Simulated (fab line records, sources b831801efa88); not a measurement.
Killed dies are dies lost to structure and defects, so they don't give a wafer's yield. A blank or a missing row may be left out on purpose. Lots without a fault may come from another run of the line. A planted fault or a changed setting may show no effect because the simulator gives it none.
One fault seen from 2 desks | flow sky130 | each desk has only its own numbers; what lay behind them comes last

THE METROLOGY DESK
What the gauges read, lot by lot, whatever tool the lot ran on: means of the sampled wafers that have a number. A lot is out of limits, marked OUT, if its mean lies more than 4 standard deviations from the usual mean; the brackets give that distance.
Columns: A = VIA4_OVL at SKY_VIA4_OVL_MEAS_11, usual 0.0 nm
lot  | first seen here | A
L839 | day 43 23:34    | 1.3
L838 | day 44 02:41    | -0.8
L840 | day 44 06:52    | 0.4
L841 | day 44 08:10    | 0.5
L844 | day 45 08:49    | -1.0
L846 | day 45 10:15    | -1.4
L845 | day 45 10:34    | -1.2
L849 | day 46 07:51    | -0.3
L854 | day 47 05:24    | 2.7
L857 | day 48 01:19    | 0.8
L858 | day 48 09:11    | -0.3
L859 | day 48 13:43    | -1.6
L861 | day 48 17:49    | -2.4
L860 | day 48 22:22    | -2.3
This desk's finding: nothing out of limits on any of the 14 lots.

THE TOOL OWNER'S DESK: rie_diel-03
The tool's own readings at SKY_VIA4_ETCH_12 (etches SiO2 in C4F8/O2/Ar, stops on TiN, target depth 580 nm): means of the sampled wafers that have a number, for each lot that ran on this tool. A lot is out of limits, marked OUT, if its mean lies more than 4 standard deviations from the usual mean; the brackets give that distance.
Columns: A = oes_product_au at SKY_VIA4_ETCH_12, usual 0.936 a.u.; B = rf_fwd_power_W at SKY_VIA4_ETCH_12, usual 1491 W
lot  | first seen here | A     | B
L839 | day 43 23:35    | 0.940 | 1490
L838 | day 44 02:44    | 0.941 | 1491
L846 | day 45 10:17    | 0.937 | 1492
L845 | day 45 10:35    | 0.936 | 1490
L849 | day 46 07:53    | 0.934 | 1410 (-16) OUT
L854 | day 47 05:26    | 0.932 | 1414 (-15) OUT
This desk's finding: out of limits on L849, L854; first on L849, day 46 07:53 (rf_fwd_power_W at SKY_VIA4_ETCH_12). In limits: L839, L838, L846, L845.

PUT TOGETHER
The tool owner's desk could have raised an alarm at day 46 07:53, on L849, L854.
The metrology desk saw nothing out of limits.
The metrology desk has L849, L854 on record, within its limits.
Of the lots named, all ran SKY_VIA4_ETCH_12 on rie_diel-03.

WHAT THE SIMULATOR HAD PUT IN
Process parameter drift: rie_diel-03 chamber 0, from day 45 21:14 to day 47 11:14, at SKY_VIA4_ETCH_12. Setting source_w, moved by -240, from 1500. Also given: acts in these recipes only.
Lots struck among those shown: L849, L854.
Hours from the fault's start to each desk's first reading out of limits: the tool owner's desk, 11.
